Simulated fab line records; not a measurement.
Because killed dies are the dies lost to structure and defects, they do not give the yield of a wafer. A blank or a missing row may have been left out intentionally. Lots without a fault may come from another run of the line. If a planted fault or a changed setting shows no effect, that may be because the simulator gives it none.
fab line records ; flow gf180mcu
record lots=24; wafers=72; lastDay=34
route steps=602 shown HV_LDD@214 SAB@275 M1@317 M2@377 V2@403
lots with no fault: from the same line, run without faults
startH: hours from the record's opening day to when the first of the lot's shown wafers began ; waitH: hours from the lot's prior step to this one ; " the same as in the row above ; L1.1+2: several wafers, shown together as one row ; - value missing, or start not given ; * or withheld: withheld ; < > ~ a bound
route shown NAME@n: NAME is a module with steps in the file, n the number in the route of the first one ; usual: the fault-free wafers' mean and standard deviation ; same: alike in all rows ; chamber/n: place in a boat ; sites: per-site readings ; _std_site: standard deviation across them ; _edge_site: mean of outer sites minus mean of inner sites ; radiusMm: how far each site lies from the wafer's centre ; mask NAME#n: copy n ; behind: the last tool/chamber to shape the wafer ; hold: what put the lot on hold/how long, in hours/how the hold closed ; device: the transistor (n, p or np) that didn't switch ; end of line: tests of these same wafers at the route's end ; a step given without rows: its recipe and nothing more ; killed: at the first sort, the dies lost to defects and structure; wafer yield is something else ; map: the dies of a wafer, with x for killed, . for not killed, _ for no die there
set.NAME: the setting as run; set.NAME@STEP: as run at that earlier step ; model.NAME: the simulator's own value behind a step, which no gauge read
a sample of lots followed through the steps of the route, with each step as a table and each wafer as a row
services: when a tool's chamber went out of use (startH, in hours from the record's first day, below 0 if earlier), for how many hours, and the reason
## steps
# step GF_HV_LDD_TW_MEAS_38
# usual HV_LDD_3_TW=1426/15
lot.wafer;tool;chamber;startH;waitH;HV_LDD_3_TW
L074.1;filmMetro-04;-;253.65;0.1;1405
L074.5;filmMetro-04;-;253.65;0.1;1402
L074.6;filmMetro-04;-;253.65;0.1;1410
L075.2;filmMetro-04;-;256.82;0.1;1413
L075.4;filmMetro-04;-;256.82;0.1;1409
L075.6;filmMetro-04;-;256.82;0.1;1407
L076.1;filmMetro-01;-;264.60;0.1;1418
L076.4;filmMetro-01;-;264.60;0.1;1423
L076.5;filmMetro-01;-;264.60;0.1;1411
L077.3;filmMetro-04;-;271.67;0.1;1417
L077.4;filmMetro-04;-;271.67;0.1;1416
L077.6;filmMetro-04;-;271.67;0.1;1418
L078.2;filmMetro-03;-;282.07;0.1;1425
L078.3;filmMetro-03;-;282.07;0.1;1437
L078.5;filmMetro-03;-;282.07;0.1;1434
L079.3;filmMetro-03;-;294.47;0.1;1452
L079.4;filmMetro-03;-;294.47;0.1;1454
L079.6;filmMetro-03;-;294.47;0.1;1448
L080.4;filmMetro-03;-;299.48;0.1;1451
L080.5;filmMetro-03;-;299.48;0.1;1448
L080.6;filmMetro-03;-;299.48;0.1;1449
L081.2;filmMetro-01;-;311.87;0.1;1419
L081.4;filmMetro-01;-;311.87;0.1;1421
L081.5;filmMetro-01;-;311.87;0.1;1416
L082.4;filmMetro-01;-;316.74;0.1;1413
L082.5;filmMetro-01;-;316.74;0.1;1424
L082.6;filmMetro-01;-;316.74;0.1;1426
L083.4;filmMetro-03;-;321.93;0.1;1437
L083.5;filmMetro-03;-;321.93;0.1;1432
L083.6;filmMetro-03;-;321.93;0.1;1442
L084.1;filmMetro-03;-;336.84;0.1;1442
L084.3;filmMetro-03;-;336.84;0.1;1446
L084.4;filmMetro-03;-;336.84;0.1;1448
L085.1;filmMetro-01;-;350.29;0.1;1426
L085.3;filmMetro-01;-;350.29;0.1;1422
L085.5;filmMetro-01;-;350.29;0.1;1431
L086.4;filmMetro-03;-;363.50;0.1;1450
L086.5;filmMetro-03;-;363.50;0.1;1446
L086.6;filmMetro-03;-;363.50;0.1;1447
L087.3;filmMetro-01;-;365.28;0.1;1436
L087.4;filmMetro-01;-;365.28;0.1;1430
L087.5;filmMetro-01;-;365.28;0.1;1431
L088.2;filmMetro-03;-;369.90;0.1;1449
L088.3;filmMetro-03;-;369.90;0.1;1445
L088.5;filmMetro-03;-;369.90;0.1;1452
L089.1;filmMetro-04;-;379.76;0.1;1418
L089.2;filmMetro-04;-;379.76;0.1;1409
L089.3;filmMetro-04;-;379.76;0.1;1422
L090.1;filmMetro-03;-;383.89;0.1;1452
L090.4;filmMetro-03;-;383.89;0.1;1448
L090.6;filmMetro-03;-;383.89;0.1;1440
L091.3;filmMetro-01;-;397.31;0.1;1428
L091.4;filmMetro-01;-;397.31;0.1;1417
L091.6;filmMetro-01;-;397.31;0.1;1420
L092.1;filmMetro-04;-;400.48;0.1;1424
L092.4;filmMetro-04;-;400.48;0.1;1414
L092.6;filmMetro-04;-;400.48;0.1;1419
L093.3;filmMetro-01;-;400.71;0.1;1420
L093.4;filmMetro-01;-;400.71;0.1;1418
L093.6;filmMetro-01;-;400.71;0.1;1431
L094.1;filmMetro-04;-;409.79;0.1;1407
L094.2;filmMetro-04;-;409.79;0.1;1406
L094.4;filmMetro-04;-;409.79;0.1;1413
L095.2;filmMetro-04;-;415.87;0.1;1404
L095.5;filmMetro-04;-;415.87;0.1;1397
L095.6;filmMetro-04;-;415.87;0.1;1401
L096.3;filmMetro-01;-;425.32;0.1;1415
L096.4;filmMetro-01;-;425.32;0.1;1419
L096.6;filmMetro-01;-;425.32;0.1;1419
L097.3;filmMetro-01;-;431.91;0.1;1409
L097.4;filmMetro-01;-;431.91;0.1;1428
L097.5;filmMetro-01;-;431.91;0.1;1428
# step GF_SAB_ETCH_11
# recipe chemistry=C4F8/O2/Ar; maskMaterial=NOVOLAK; target=SiO2; targetDepthNm=55; sourceW=1500; biasW=1200; pressureMtorr=40; c4f8FlowSccm=withheld; O2_flow_sccm=6; Ar_flow_sccm=300; timeS=8.5
# usual oesProductAu=0.999/0.0088
lot.wafer;tool;chamber;startH;waitH;oesProductAu;rfHoursCounterH
L074.1;rieDiel-04;0;338.61;0.0;0.993;124
L074.5;rieDiel-04;1;338.61;0.0;0.991;-
L074.6;rieDiel-04;0;338.61;0.0;0.997;-
L075.2;rieDiel-04;3;342.70;0.0;1.002;85
L075.4;rieDiel-04;2;342.70;0.0;0.992;46
L075.6;rieDiel-04;3;342.70;0.0;0.989;-
L076.1;rieDiel-01;3;352.66;0.0;1.015;88
L076.4;rieDiel-01;3;352.66;0.0;1.010;-
L076.5;rieDiel-01;1;352.66;0.0;0.997;-
L077.3;rieDiel-02;1;360.55;0.0;1.006;85
L077.4;rieDiel-02;0;360.55;0.0;1.000;-
L077.6;rieDiel-02;1;360.55;0.0;1.001;-
L078.2;rieDiel-02;2;371.55;0.0;0.999;3
L078.3;rieDiel-02;1;371.55;0.0;1.004;86
L078.5;rieDiel-02;2;371.55;0.0;0.991;-
L079.3;rieDiel-01;2;386.61;0.0;0.985;0
L079.4;rieDiel-01;0;386.61;0.0;1.003;3
L079.6;rieDiel-01;2;386.61;0.0;0.979;-
L080.4;rieDiel-04;1;393.21;0.0;1.001;55
L080.5;rieDiel-04;1;393.21;0.0;0.995;-
L080.6;rieDiel-04;2;393.21;0.0;0.986;-
L081.2;rieDiel-02;2;404.31;0.0;0.992;4
L081.4;rieDiel-02;2;404.31;0.0;0.996;-
L081.5;rieDiel-02;1;404.31;0.0;0.999;-
L082.4;rieDiel-04;0;409.81;0.0;1.008;1
L082.5;rieDiel-04;0;409.81;0.0;0.993;-
L082.6;rieDiel-04;3;409.81;0.0;1.009;-
L083.4;rieDiel-02;0;416.06;0.0;0.995;62
L083.5;rieDiel-02;3;416.06;0.0;0.978;-
L083.6;rieDiel-02;0;416.06;0.0;0.993;-
L084.1;rieDiel-01;3;431.26;0.0;1.016;90
L084.3;rieDiel-01;0;431.26;0.0;1.005;4
L084.4;rieDiel-01;1;431.26;0.0;1.010;7
L085.1;rieDiel-01;3;447.89;0.0;1.010;90
L085.3;rieDiel-01;0;447.89;0.0;1.006;5
L085.5;rieDiel-01;0;447.89;0.0;1.014;-
L086.4;rieDiel-02;0;460.19;0.0;1.004;64
L086.5;rieDiel-02;2;460.19;0.0;1.008;-
L086.6;rieDiel-02;3;460.19;0.0;0.993;-
L087.3;rieDiel-04;1;463.86;0.0;0.992;57
L087.4;rieDiel-04;0;463.86;0.0;0.998;3
L087.5;rieDiel-04;0;463.86;0.0;0.992;-
L088.2;rieDiel-01;0;468.46;0.0;1.004;5
L088.3;rieDiel-01;3;468.46;0.0;1.008;91
L088.5;rieDiel-01;0;468.46;0.0;1.011;-
L089.1;rieDiel-01;3;478.96;0.0;0.994;91
L089.2;rieDiel-01;1;478.96;0.0;1.004;8
L089.3;rieDiel-01;2;478.96;0.0;0.983;2
L090.1;rieDiel-02;3;482.99;0.0;0.993;2
L090.4;rieDiel-02;0;482.99;0.0;1.005;-
L090.6;rieDiel-02;3;482.99;0.0;1.002;-
L091.3;rieDiel-02;0;495.21;0.0;1.007;64
L091.4;rieDiel-02;3;495.21;0.0;0.983;2
L091.6;rieDiel-02;1;495.21;0.0;1.001;-
L092.1;rieDiel-04;0;499.49;0.0;0.998;4
L092.4;rieDiel-04;1;499.49;0.0;0.987;58
L092.6;rieDiel-04;2;499.49;0.0;0.990;-
L093.3;rieDiel-02;3;500.36;0.0;0.989;2
L093.4;rieDiel-02;2;500.36;0.0;0.993;6
L093.6;rieDiel-02;0;500.36;0.0;0.997;-
L094.1;rieDiel-01;1;509.06;0.0;1.012;8
L094.2;rieDiel-01;0;509.06;0.0;1.015;6
L094.4;rieDiel-01;3;509.06;0.0;1.000;92
L095.2;rieDiel-01;2;514.24;0.0;0.998;3
L095.5;rieDiel-01;1;514.24;0.0;1.010;-
L095.6;rieDiel-01;2;514.24;0.0;0.994;-
L096.3;rieDiel-04;2;524.76;0.0;0.987;51
L096.4;rieDiel-04;0;524.76;0.0;0.988;5
L096.6;rieDiel-04;0;524.76;0.0;0.985;-
L097.3;rieDiel-04;0;530.29;0.0;0.984;5
L097.4;rieDiel-04;2;530.29;0.0;0.979;51
L097.5;rieDiel-04;3;530.29;0.0;1.005;-
# step GF_SAB_STRIP_13
# recipe chemistry=O2/N2; powerW=1400; pressureMtorr=1500; platenTempC=250; o2FlowSccm=3000; n2FlowSccm=300; overashFraction=0.5
# usual drypumpMotorCurrentA=5.9/0.63; heaterPowerW=365/36; oesProductAu=0.709/0.0045; stripTimeToEndpointS=12.613/0.029
lot.wafer;tool;chamber;startH;waitH;drypumpMotorCurrentA;heaterPowerW;oesProductAu;rfHoursCounterH;stripTimeToEndpointS
L074.1;plasmaAsher-02;1;338.78;0.0;6.5;400;0.709;23;12.603
L074.5;plasmaAsher-02;1;338.78;0.0;6.6;417;0.713;-;12.603
L074.6;plasmaAsher-02;0;338.78;0.0;6.0;411;0.704;-;12.595
L075.2;plasmaAsher-02;0;342.85;0.0;6.0;403;0.715;24;12.587
L075.4;plasmaAsher-02;1;342.85;0.0;6.6;395;0.705;-;12.628
L075.6;plasmaAsher-02;1;342.85;0.0;6.6;416;0.701;-;12.619
L076.1;plasmaAsher-02;0;352.81;0.0;6.0;395;0.710;25;12.607
L076.4;plasmaAsher-02;0;352.81;0.0;6.0;408;0.706;-;12.619
L076.5;plasmaAsher-02;0;352.81;0.0;6.0;401;0.704;-;12.618
L077.3;plasmaAsher-03;0;360.73;0.0;5.2;359;0.705;-;12.608
L077.4;plasmaAsher-03;1;360.73;0.0;6.1;328;0.714;-;12.617
L077.6;plasmaAsher-03;1;360.73;0.0;6.1;329;0.709;-;12.615
L078.2;plasmaAsher-02;1;371.72;0.0;6.6;414;0.712;27;12.569
L078.3;plasmaAsher-02;1;371.72;0.0;6.6;419;0.707;-;12.633
L078.5;plasmaAsher-02;1;371.72;0.0;6.6;406;0.704;-;12.625
L079.3;plasmaAsher-03;0;386.80;0.0;5.1;363;0.717;-;12.606
L079.4;plasmaAsher-03;1;386.80;0.0;6.1;330;0.711;-;12.554
L079.6;plasmaAsher-03;0;386.80;0.0;5.2;360;0.706;-;12.597
L080.4;plasmaAsher-03;1;393.40;0.0;6.1;321;0.705;-;12.602
L080.5;plasmaAsher-03;1;393.40;0.0;6.1;329;0.708;-;12.626
L080.6;plasmaAsher-03;0;393.40;0.0;5.1;361;0.709;-;12.653
L081.2;plasmaAsher-02;1;404.46;0.0;6.6;413;0.710;31;12.538
L081.4;plasmaAsher-02;1;404.46;0.0;6.5;411;0.707;-;12.546
L081.5;plasmaAsher-02;1;404.46;0.0;6.6;406;0.717;-;12.525
L082.4;plasmaAsher-03;1;410.00;0.0;6.1;327;0.701;-;12.622
L082.5;plasmaAsher-03;0;410.00;0.0;5.2;355;0.710;-;12.667
L082.6;plasmaAsher-03;1;410.00;0.0;6.1;333;0.702;-;12.593
L083.4;plasmaAsher-02;1;416.26;0.0;6.5;402;0.709;-;12.658
L083.5;plasmaAsher-02;0;416.26;0.0;6.0;401;0.701;-;12.661
L083.6;plasmaAsher-02;1;416.26;0.0;6.5;412;0.712;-;12.625
L084.1;plasmaAsher-01;0;431.41;0.0;4.7;304;0.707;61;12.608
L084.3;plasmaAsher-01;0;431.41;0.0;4.7;308;0.715;-;12.627
L084.4;plasmaAsher-01;1;431.41;0.0;6.8;368;0.707;-;12.624
L085.1;plasmaAsher-03;1;448.05;0.0;6.1;323;0.704;2;12.623
L085.3;plasmaAsher-03;0;448.05;0.0;5.2;350;0.713;-;12.647
L085.5;plasmaAsher-03;0;448.05;0.0;5.2;344;0.708;-;12.603
L086.4;plasmaAsher-02;1;460.39;0.0;6.6;401;0.704;-;12.629
L086.5;plasmaAsher-02;1;460.39;0.0;6.6;411;0.712;-;12.625
L086.6;plasmaAsher-02;0;460.39;0.0;6.0;397;0.707;-;12.623
L087.3;plasmaAsher-01;0;464.06;0.0;4.7;308;0.714;-;12.615
L087.4;plasmaAsher-01;1;464.06;0.0;6.8;361;0.716;-;12.672
L087.5;plasmaAsher-01;1;464.06;0.0;6.8;363;0.707;-;12.630
L088.2;plasmaAsher-02;0;468.61;0.0;6.0;403;0.711;38;12.579
L088.3;plasmaAsher-02;0;468.61;0.0;6.0;393;0.704;-;12.672
L088.5;plasmaAsher-02;0;468.61;0.0;6.0;385;0.710;-;12.589
L089.1;plasmaAsher-03;1;479.11;0.0;6.1;317;0.704;5;12.642
L089.2;plasmaAsher-03;0;479.11;0.0;5.2;342;0.713;5;12.590
L089.3;plasmaAsher-03;0;479.11;0.0;5.2;352;0.709;-;12.604
L090.1;plasmaAsher-03;0;483.15;0.0;5.2;345;0.707;6;12.626
L090.4;plasmaAsher-03;0;483.15;0.0;5.2;350;0.704;-;12.606
L090.6;plasmaAsher-03;0;483.15;0.0;5.1;351;0.704;-;12.630
L091.3;plasmaAsher-03;1;495.39;0.0;6.1;327;0.716;-;12.590
L091.4;plasmaAsher-03;0;495.39;0.0;5.2;343;0.712;-;12.602
L091.6;plasmaAsher-03;0;495.39;0.0;5.2;359;0.717;-;12.603
L092.1;plasmaAsher-02;1;499.66;0.0;6.6;401;0.715;42;12.595
L092.4;plasmaAsher-02;0;499.66;0.0;6.0;395;0.714;-;12.580
L092.6;plasmaAsher-02;1;499.66;0.0;6.5;413;0.707;-;12.633
L093.3;plasmaAsher-03;1;500.56;0.0;6.1;326;0.717;-;12.622
L093.4;plasmaAsher-03;0;500.56;0.0;5.2;353;0.709;-;12.669
L093.6;plasmaAsher-03;1;500.56;0.0;6.1;314;0.703;-;12.624
L094.1;plasmaAsher-03;0;509.22;0.0;5.1;349;0.710;8;12.600
L094.2;plasmaAsher-03;1;509.22;0.0;6.1;328;0.710;8;12.612
L094.4;plasmaAsher-03;1;509.22;0.0;6.1;324;0.705;-;12.598
L095.2;plasmaAsher-01;0;514.42;0.0;4.7;303;0.711;69;12.604
L095.5;plasmaAsher-01;0;514.42;0.0;4.7;296;0.699;-;12.614
L095.6;plasmaAsher-01;1;514.42;0.0;6.8;361;0.706;-;12.599
L096.3;plasmaAsher-01;1;524.94;0.0;6.8;363;0.706;-;12.679
L096.4;plasmaAsher-01;0;524.94;0.0;4.7;311;0.713;-;12.636
L096.6;plasmaAsher-01;0;524.94;0.0;4.7;306;0.704;-;12.633
L097.3;plasmaAsher-02;0;530.50;0.0;6.0;396;0.715;-;12.593
L097.4;plasmaAsher-02;1;530.50;0.0;6.6;414;0.712;-;12.604
L097.5;plasmaAsher-02;0;530.50;0.0;6.0;401;0.707;-;12.590
# step GF_M1_SPUTTER_02
# recipe material=AlCu; targetThkNm=450; powerW=10600; timeS=23.9; chamberPressurePa=0.4
# usual throttleValvePct=30.2/1.2
lot.wafer;tool;chamber;startH;waitH;throttleValvePct
L074.1;pvdSputter-02;-;363.42;0.0;28.5
L074.5;pvdSputter-02;-;363.42;0.0;29.7
L074.6;pvdSputter-02;-;363.42;0.0;31.8
L075.2;pvdSputter-04;-;367.08;0.0;28.9
L075.4;pvdSputter-04;-;367.08;0.0;29.1
L075.6;pvdSputter-04;-;367.08;0.0;29.4
L076.1;pvdSputter-02;-;377.82;0.0;29.7
L076.4;pvdSputter-02;-;377.82;0.0;31.5
L076.5;pvdSputter-02;-;377.82;0.0;30.0
L077.3;pvdSputter-02;-;384.82;0.0;28.2
L077.4;pvdSputter-02;-;384.82;0.0;29.4
L077.6;pvdSputter-02;-;384.82;0.0;29.5
L078.2;pvdSputter-04;-;397.26;0.0;29.5
L078.3;pvdSputter-04;-;397.26;0.0;31.5
L078.5;pvdSputter-04;-;397.26;0.0;29.4
L079.3;pvdSputter-02;-;412.83;0.0;31.4
L079.4;pvdSputter-02;-;412.83;0.0;29.8
L079.6;pvdSputter-02;-;412.83;0.0;31.4
L080.4;pvdSputter-01;-;419.67;0.0;30.0
L080.5;pvdSputter-01;-;419.67;0.0;29.0
L080.6;pvdSputter-01;-;419.67;0.0;32.3
L081.2;pvdSputter-02;-;431.68;0.0;29.8
L081.4;pvdSputter-02;-;431.68;0.0;31.3
L081.5;pvdSputter-02;-;431.68;0.0;31.3
L082.4;pvdSputter-04;-;436.41;0.0;29.6
L082.5;pvdSputter-04;-;436.41;0.0;29.6
L082.6;pvdSputter-04;-;436.41;0.0;29.3
L083.4;pvdSputter-02;-;443.46;0.0;31.6
L083.5;pvdSputter-02;-;443.46;0.0;28.5
L083.6;pvdSputter-02;-;443.46;0.0;31.4
L084.1;pvdSputter-02;-;458.23;0.0;31.4
L084.3;pvdSputter-02;-;458.23;0.0;31.3
L084.4;pvdSputter-02;-;458.23;0.0;29.6
L085.1;pvdSputter-04;-;474.67;0.0;29.4
L085.3;pvdSputter-04;-;474.67;0.0;29.4
L085.5;pvdSputter-04;-;474.67;0.0;31.9
L086.4;pvdSputter-02;-;487.29;0.0;31.7
L086.5;pvdSputter-02;-;487.29;0.0;31.6
L086.6;pvdSputter-02;-;487.29;0.0;28.0
L087.3;pvdSputter-04;-;491.07;0.0;29.5
L087.4;pvdSputter-04;-;491.07;0.0;31.9
L087.5;pvdSputter-04;-;491.07;0.0;29.5
L088.2;pvdSputter-01;-;494.73;0.0;28.6
L088.3;pvdSputter-01;-;494.73;0.0;29.2
L088.5;pvdSputter-01;-;494.73;0.0;28.8
L089.1;pvdSputter-02;-;505.16;0.0;29.6
L089.2;pvdSputter-02;-;505.16;0.0;28.2
L089.3;pvdSputter-02;-;505.16;0.0;31.5
L090.1;pvdSputter-04;-;509.27;0.0;31.6
L090.4;pvdSputter-04;-;509.27;0.0;30.5
L090.6;pvdSputter-04;-;509.27;0.0;31.7
L091.3;pvdSputter-02;-;521.01;0.0;31.6
L091.4;pvdSputter-02;-;521.01;0.0;28.6
L091.6;pvdSputter-02;-;521.01;0.0;31.6
L092.1;pvdSputter-01;-;525.71;0.0;29.1
L092.4;pvdSputter-01;-;525.71;0.0;32.2
L092.6;pvdSputter-01;-;525.71;0.0;32.3
L093.3;pvdSputter-04;-;526.12;0.0;29.3
L093.4;pvdSputter-04;-;526.12;0.0;29.1
L093.6;pvdSputter-04;-;526.12;0.0;29.5
L094.1;pvdSputter-04;-;535.59;0.0;29.5
L094.2;pvdSputter-04;-;535.59;0.0;31.7
L094.4;pvdSputter-04;-;535.59;0.0;30.1
L095.2;pvdSputter-04;-;539.83;0.0;30.5
L095.5;pvdSputter-04;-;539.83;0.0;31.8
L095.6;pvdSputter-04;-;539.83;0.0;29.2
L096.3;pvdSputter-02;-;550.34;0.0;28.1
L096.4;pvdSputter-02;-;550.34;0.0;29.5
L096.6;pvdSputter-02;-;550.34;0.0;31.5
L097.3;pvdSputter-01;-;556.01;0.0;29.3
L097.4;pvdSputter-01;-;556.01;0.0;29.9
L097.5;pvdSputter-01;-;556.01;0.0;29.9
# step GF_M2_OVL_MEAS_15
# usual M2_OVL=3/5.9
lot.wafer;tool;chamber;startH;waitH;M2_OVL[nm]
L074.1;overlay-01;-;435.51;0.1;-12
L074.5;overlay-01;-;435.51;0.1;-3
L074.6;overlay-01;-;435.51;0.1;-1
L075.2;overlay-02;-;440.18;0.1;-3
L075.4;overlay-02;-;440.18;0.1;-2
L075.6;overlay-02;-;440.18;0.1;4
L076.1;overlay-01;-;451.57;0.1;6
L076.4;overlay-01;-;451.57;0.1;10
L076.5;overlay-01;-;451.57;0.1;4
L077.3;overlay-01;-;458.84;0.1;7
L077.4;overlay-01;-;458.84;0.1;10
L077.6;overlay-01;-;458.84;0.1;4
L078.2;overlay-02;-;470.63;0.1;-3
L078.3;overlay-02;-;470.63;0.1;-1
L078.5;overlay-02;-;470.63;0.1;-7
L079.3;overlay-02;-;487.94;0.1;-6
L079.4;overlay-02;-;487.94;0.1;-4
L079.6;overlay-02;-;487.94;0.1;-3
L080.4;overlay-01;-;494.89;0.1;10
L080.5;overlay-01;-;494.89;0.1;4
L080.6;overlay-01;-;494.89;0.1;9
L081.2;overlay-02;-;505.08;0.1;-8
L081.4;overlay-02;-;505.08;0.1;4
L081.5;overlay-02;-;505.08;0.1;0
L082.4;overlay-01;-;510.88;0.1;8
L082.5;overlay-01;-;510.88;0.1;6
L082.6;overlay-01;-;510.88;0.1;11
L083.4;overlay-01;-;518.54;0.1;7
L083.5;overlay-01;-;518.54;0.1;7
L083.6;overlay-01;-;518.54;0.1;1
L084.1;overlay-01;-;531.02;0.1;-8
L084.3;overlay-01;-;531.02;0.1;-9
L084.4;overlay-01;-;531.02;0.1;-7
L085.1;overlay-02;-;547.42;0.1;9
L085.3;overlay-02;-;547.42;0.1;10
L085.5;overlay-02;-;547.42;0.1;10
L086.4;overlay-01;-;560.18;0.1;2
L086.5;overlay-01;-;560.18;0.1;11
L086.6;overlay-01;-;560.18;0.1;10
L087.3;overlay-01;-;563.13;0.1;10
L087.4;overlay-01;-;563.13;0.1;13
L087.5;overlay-01;-;563.13;0.1;12
L088.2;overlay-01;-;566.16;0.1;-1
L088.3;overlay-01;-;566.16;0.1;0
L088.5;overlay-01;-;566.16;0.1;2
L089.1;overlay-01;-;576.36;0.1;4
L089.2;overlay-01;-;576.36;0.1;7
L089.3;overlay-01;-;576.36;0.1;3
L090.1;overlay-02;-;579.22;0.1;0
L090.4;overlay-02;-;579.22;0.1;4
L090.6;overlay-02;-;579.22;0.1;1
L091.3;overlay-01;-;590.47;0.1;11
L091.4;overlay-01;-;590.47;0.1;-1
L091.6;overlay-01;-;590.47;0.1;1
L092.1;overlay-01;-;594.96;0.1;10
L092.4;overlay-01;-;594.96;0.1;1
L092.6;overlay-01;-;594.96;0.1;1
L093.3;overlay-01;-;596.73;0.1;8
L093.4;overlay-01;-;596.73;0.1;9
L093.6;overlay-01;-;596.73;0.1;4
L094.1;overlay-01;-;604.11;0.1;5
L094.2;overlay-01;-;604.11;0.1;2
L094.4;overlay-01;-;604.11;0.1;11
L095.2;overlay-01;-;608.48;0.1;1
L095.5;overlay-01;-;608.48;0.1;7
L095.6;overlay-01;-;608.48;0.1;5
L096.3;overlay-01;-;618.13;0.1;6
L096.4;overlay-01;-;618.13;0.1;3
L096.6;overlay-01;-;618.13;0.1;2
L097.3;overlay-02;-;622.53;0.1;1
L097.4;overlay-02;-;622.53;0.1;2
L097.5;overlay-02;-;622.53;0.1;5
# step GF_V2_SPUTTER_21
# recipe material=Ti; targetThkNm=15; chamberPressurePa=5; powerW=2500; substrateTempC=200; timeS=80.02
# usual throttleValvePct=30.0/1.2
lot.wafer;tool;chamber;startH;waitH;throttleValvePct
L074.1;pvdSputter-01;-;461.24;0.0;29.0
L074.5;pvdSputter-01;-;461.24;0.0;32.4
L074.6;pvdSputter-01;-;461.24;0.0;29.3
L075.2;pvdSputter-01;-;466.17;0.0;32.3
L075.4;pvdSputter-01;-;466.17;0.0;28.9
L075.6;pvdSputter-01;-;466.17;0.0;29.0
L076.1;pvdSputter-01;-;478.37;0.0;28.8
L076.4;pvdSputter-01;-;478.37;0.0;29.8
L076.5;pvdSputter-01;-;478.37;0.0;32.4
L077.3;pvdSputter-03;-;485.07;0.0;30.3
L077.4;pvdSputter-03;-;485.07;0.0;27.6
L077.6;pvdSputter-03;-;485.07;0.0;30.3
L078.2;pvdSputter-01;-;496.51;0.0;29.1
L078.3;pvdSputter-01;-;496.51;0.0;32.2
L078.5;pvdSputter-01;-;496.51;0.0;29.2
L079.3;pvdSputter-04;-;513.41;0.0;30.4
L079.4;pvdSputter-04;-;513.41;0.0;29.5
L079.6;pvdSputter-04;-;513.41;0.0;31.7
L080.4;pvdSputter-03;-;520.21;0.0;30.2
L080.5;pvdSputter-03;-;520.21;0.0;30.7
L080.6;pvdSputter-03;-;520.21;0.0;27.6
L081.2;pvdSputter-01;-;530.65;0.0;29.2
L081.4;pvdSputter-01;-;530.65;0.0;29.8
L081.5;pvdSputter-01;-;530.65;0.0;30.2
L082.4;pvdSputter-03;-;535.99;0.0;27.6
L082.5;pvdSputter-03;-;535.99;0.0;30.2
L082.6;pvdSputter-03;-;535.99;0.0;30.2
L083.4;pvdSputter-01;-;543.01;0.0;29.0
L083.5;pvdSputter-01;-;543.01;0.0;32.4
L083.6;pvdSputter-01;-;543.01;0.0;28.9
L084.1;pvdSputter-03;-;555.80;0.0;27.6
L084.3;pvdSputter-03;-;555.80;0.0;30.4
L084.4;pvdSputter-03;-;555.80;0.0;29.8
L085.1;pvdSputter-04;-;571.48;0.0;30.3
L085.3;pvdSputter-04;-;571.48;0.0;31.7
L085.5;pvdSputter-04;-;571.48;0.0;29.5
L086.4;pvdSputter-03;-;583.67;0.0;30.5
L086.5;pvdSputter-03;-;583.67;0.0;27.6
L086.6;pvdSputter-03;-;583.67;0.0;30.8
L087.3;pvdSputter-03;-;587.19;0.0;30.9
L087.4;pvdSputter-03;-;587.19;0.0;30.1
L087.5;pvdSputter-03;-;587.19;0.0;30.3
L088.2;pvdSputter-03;-;590.05;0.0;30.3
L088.3;pvdSputter-03;-;590.05;0.0;30.2
L088.5;pvdSputter-03;-;590.05;0.0;30.7
L089.1;pvdSputter-04;-;600.14;0.0;29.3
L089.2;pvdSputter-04;-;600.14;0.0;30.4
L089.3;pvdSputter-04;-;600.14;0.0;29.5
L090.1;pvdSputter-01;-;602.90;0.0;30.2
L090.4;pvdSputter-01;-;602.90;0.0;28.6
L090.6;pvdSputter-01;-;602.90;0.0;29.8
L091.3;pvdSputter-04;-;613.24;0.0;29.2
L091.4;pvdSputter-04;-;613.24;0.0;29.3
L091.6;pvdSputter-04;-;613.24;0.0;30.2
L092.1;pvdSputter-01;-;618.19;0.0;29.2
L092.4;pvdSputter-01;-;618.19;0.0;29.0
L092.6;pvdSputter-01;-;618.19;0.0;32.3
L093.3;pvdSputter-01;-;620.46;0.0;29.2
L093.4;pvdSputter-01;-;620.46;0.0;30.0
L093.6;pvdSputter-01;-;620.46;0.0;30.3
L094.1;pvdSputter-01;-;627.07;0.0;29.2
L094.2;pvdSputter-01;-;627.07;0.0;32.3
L094.4;pvdSputter-01;-;627.07;0.0;30.1
L095.2;pvdSputter-01;-;631.76;0.0;32.4
L095.5;pvdSputter-01;-;631.76;0.0;28.9
L095.6;pvdSputter-01;-;631.76;0.0;30.2
L096.3;pvdSputter-04;-;640.67;0.0;30.4
L096.4;pvdSputter-04;-;640.67;0.0;31.5
L096.6;pvdSputter-04;-;640.67;0.0;30.4
L097.3;pvdSputter-04;-;644.82;0.0;30.2
L097.4;pvdSputter-04;-;644.82;0.0;29.2
L097.5;pvdSputter-04;-;644.82;0.0;29.5
## services
tool;chamber;startH;hours;kind
pvdSputter-01;-;316.75;1.0;repair
rieDiel-02;0;326.32;11.4;repair
rieDiel-01;-;327.33;2.9;repair
rieDiel-02;2;332.66;17.4;repair
pvdSputter-02;-;342.22;2.4;repair
pvdSputter-02;-;344.74;1.2;repair
pvdSputter-02;-;361.34;0.6;repair
rieDiel-01;-;380.14;0.3;repair
rieDiel-04;0;397.37;6.1;repair
rieDiel-02;3;398.23;12.8;repair
rieDiel-04;1;398.57;5.8;repair
plasmaAsher-03;-;421.25;9.0;pm
rieDiel-01;2;463.29;1.6;repair
rieDiel-02;-;522.64;0.9;repair
rieDiel-04;1;536.84;4.8;repair
rieDiel-04;1;549.27;5.1;repair
rieDiel-04;3;552.65;2.6;repair
plasmaAsher-03;-;557.39;3.4;repair
plasmaAsher-03;-;583.83;0.6;repair
plasmaAsher-02;-;588.08;0.8;repair
pvdSputter-01;-;598.81;3.0;repair
pvdSputter-02;-;616.38;2.8;repair
pvdSputter-01;-;621.42;2.4;repair
pvdSputter-02;-;641.09;61.8;repair
## key
fault none
